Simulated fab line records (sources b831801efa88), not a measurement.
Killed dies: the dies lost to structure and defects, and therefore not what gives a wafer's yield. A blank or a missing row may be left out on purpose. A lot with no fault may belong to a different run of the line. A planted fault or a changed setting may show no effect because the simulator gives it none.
The tool behind it: which one? | flow sky130 | 13 lots, 38 wafers sampled, at 4 steps of a route of 708

## WHAT THE GAUGES READ, wafer by wafer
SKY_PAD_OPEN_BOW_MEAS_13.
lot  | measured     | on           | PAD_OPEN_BOW (um)
L113 | day 46 08:00 | filmMetro-04 | 58 54 64
L114 | day 46 18:37 | filmMetro-01 | 56 47 49
L115 | day 46 16:55 | filmMetro-04 | 60 53 61
L116 | day 47 01:00 | filmMetro-03 | 43 51 37
L117 | day 47 06:16 | filmMetro-04 | 53 58 53
L118 | day 47 09:35 | filmMetro-03 | 45 47 61
L120 | day 48 00:45 | filmMetro-01 | 41 32 37
L122 | day 48 05:14 | filmMetro-03 | 27 37 25
L123 | day 48 11:38 | filmMetro-03 | 58 49 58
L125 | day 49 02:47 | filmMetro-01 | 47 49 52
L126 | day 49 10:52 | filmMetro-01 | 47 39 42
L131 | day 50 09:56 | filmMetro-01 | 46 42 41
L136 | day 51 02:40 | filmMetro-03 | 56 49

## TOOL THAT RAN EACH LOT (tool first, then ch and the chambers of the sampled wafers, then the start)
lot  | SKY_GATE_OXIDE_OXIDATION_01   | SKY_METAL5_METAL_ETCH_15         | SKY_PASSIVATION_CVD_00
L113 | furnace-02 ch 0, day 13 15:13 | rieMetal-01 ch 0,1, day 44 10:49 | pecvd-04 ch 0,1, day 44 11:38
L114 | furnace-02 ch 0, day 13 23:17 | rieMetal-01 ch 0,1, day 44 22:08 | pecvd-03 ch 0,1,2, day 44 22:58
L115 | furnace-02 ch 0, day 13 23:17 | rieMetal-03 ch 0,1, day 44 19:28 | pecvd-02 ch 0,2, day 44 20:19
L116 | furnace-02 ch 0, day 14 07:52 | rieMetal-04 ch 0,1, day 45 03:38 | pecvd-04 ch 0,2, day 45 04:29
L117 | furnace-01 ch 0, day 14 11:04 | rieMetal-01 ch 0,1, day 45 07:59 | pecvd-04 ch 1,2, day 45 08:47
L118 | furnace-01 ch 0, day 14 18:06 | rieMetal-03 ch 1, day 45 11:30   | pecvd-02 ch 0,2, day 45 12:34
L120 | furnace-02 ch 0, day 15 14:17 | rieMetal-04 ch 0,1, day 46 04:46 | pecvd-04 ch 1,2, day 46 05:35
L122 | furnace-01 ch 0, day 15 23:26 | rieMetal-03 ch 0,1, day 46 08:46 | pecvd-04 ch 0,1,2, day 46 09:37
L123 | furnace-01 ch 0, day 16 07:53 | rieMetal-01 ch 0,1, day 46 16:32 | pecvd-03 ch 1,2, day 46 17:22
L125 | furnace-02 ch 0, day 17 08:32 | rieMetal-01 ch 0,1, day 47 09:22 | pecvd-02 ch 0,1,2, day 47 10:07
L126 | furnace-02 ch 0, day 17 19:49 | rieMetal-03 ch 0,1, day 47 17:59 | pecvd-03 ch 0,1,2, day 47 18:49
L131 | furnace-01 ch 0, day 19 13:45 | rieMetal-04 ch 0,1, day 48 19:28 | pecvd-03 ch 1,2, day 48 20:22
L136 | furnace-01 ch 0, day 20 21:18 | rieMetal-03 ch 0,1, day 49 14:18 | pecvd-04 ch 1,2, day 49 15:02
- SKY_GATE_OXIDE_OXIDATION_01: stabilise 600 s, purge 300 s, target thk 10.268 nm.
- SKY_METAL5_METAL_ETCH_15: etches the open film in Cl2/BCl3, stops on SiO2, target depth 1260 nm, time 252 s.
- SKY_PASSIVATION_CVD_00: deposits SiO2, target thk 90 nm.

## AS READ BY THE TOOLS THEMSELVES (means over the sampled wafers that have a number; for cases with no such wafer, the mark the record gives instead)
SKY_GATE_OXIDE_OXIDATION_01.
lot  | tool       | oxTempCMax | zonePowerTopPct (%)
L113 | furnace-02 | 905.1      | 28.8
L114 | furnace-02 | 905.8      | 28.7
L115 | furnace-02 | 906.0      | 28.6
L116 | furnace-02 | 906.8      | 28.7
L117 | furnace-01 | 902.8      | 34.8
L118 | furnace-01 | 903.6      | 34.9
L120 | furnace-02 | 905.7      | 28.5
L122 | furnace-01 | 903.1      | 35.0
L123 | furnace-01 | 903.0      | 34.9
L125 | furnace-02 | 905.8      | 28.8
L126 | furnace-02 | 905.1      | 29.1
L131 | furnace-01 | 903.2      | 34.7
L136 | furnace-01 | 903.4      | 34.2

SKY_METAL5_METAL_ETCH_15.
lot  | tool        | bcl3FlowSccm (sccm) | drypumpMotorCurrentA (A) | oesProductAu (a.u.) | throttleValvePct (%)
L113 | rieMetal-01 | 30.01               | 5.4                      | 0.894               | 22.256
L114 | rieMetal-01 | 29.96               | 5.3                      | 0.895               | 22.260
L115 | rieMetal-03 | 30.01               | 5.6                      | 0.892               | 22.258
L116 | rieMetal-04 | 29.99               | 5.4                      | 0.893               | 22.264
L117 | rieMetal-01 | 29.98               | 5.4                      | 0.895               | 22.263
L118 | rieMetal-03 | 30.07               | 5.2                      | 0.896               | 22.262
L120 | rieMetal-04 | 30.02               | 5.4                      | 0.894               | 22.259
L122 | rieMetal-03 | 29.96               | 5.4                      | 0.896               | 22.262
L123 | rieMetal-01 | 29.95               | 5.3                      | 0.890               | 22.267
L125 | rieMetal-01 | 30.06               | 5.4                      | 0.893               | 22.266
L126 | rieMetal-03 | 30.02               | 5.6                      | 0.892               | 22.272
L131 | rieMetal-04 | 30.04               | 5.7                      | 0.897               | 22.264
L136 | rieMetal-03 | 29.93               | 5.5                      | 0.896               | 22.267

SKY_PASSIVATION_CVD_00.
lot  | tool     | heaterPowerW (W)
L113 | pecvd-04 | 605
L114 | pecvd-03 | 696
L115 | pecvd-02 | 586
L116 | pecvd-04 | 700
L117 | pecvd-04 | 690
L118 | pecvd-02 | 587
L120 | pecvd-04 | 590
L122 | pecvd-04 | 649
L123 | pecvd-03 | 668
L125 | pecvd-02 | 654
L126 | pecvd-03 | 688
L131 | pecvd-03 | 691
L136 | pecvd-04 | 662

## THE ANSWER, worked out from the rows above alone
Rule: usual is defined by the lots themselves. Put in order of their means at a reading, lots are off if they are a third of the lots or fewer, leave a main group of 4 or more, and stand apart from it by a gap of 3 or more times the standard deviation of the main group's means; of several such gaps the widest counts. If all means in a main group match to the digits the tables above print for the reading, that group is not used. A lot without any number at a reading at which 4 lots or more have one is off too. Any other lot the step has rows for is counted as sound. First the gauges in route order, then the tools' own readings, where a lot's mean is used as printed above. At the first step where some lot is off, the reading lying furthest off is the one used; lots without a number count as furthest.
No lot is off at any reading shown: from this, nothing can be told.

## WHAT THE SIMULATOR HAD INSERTED
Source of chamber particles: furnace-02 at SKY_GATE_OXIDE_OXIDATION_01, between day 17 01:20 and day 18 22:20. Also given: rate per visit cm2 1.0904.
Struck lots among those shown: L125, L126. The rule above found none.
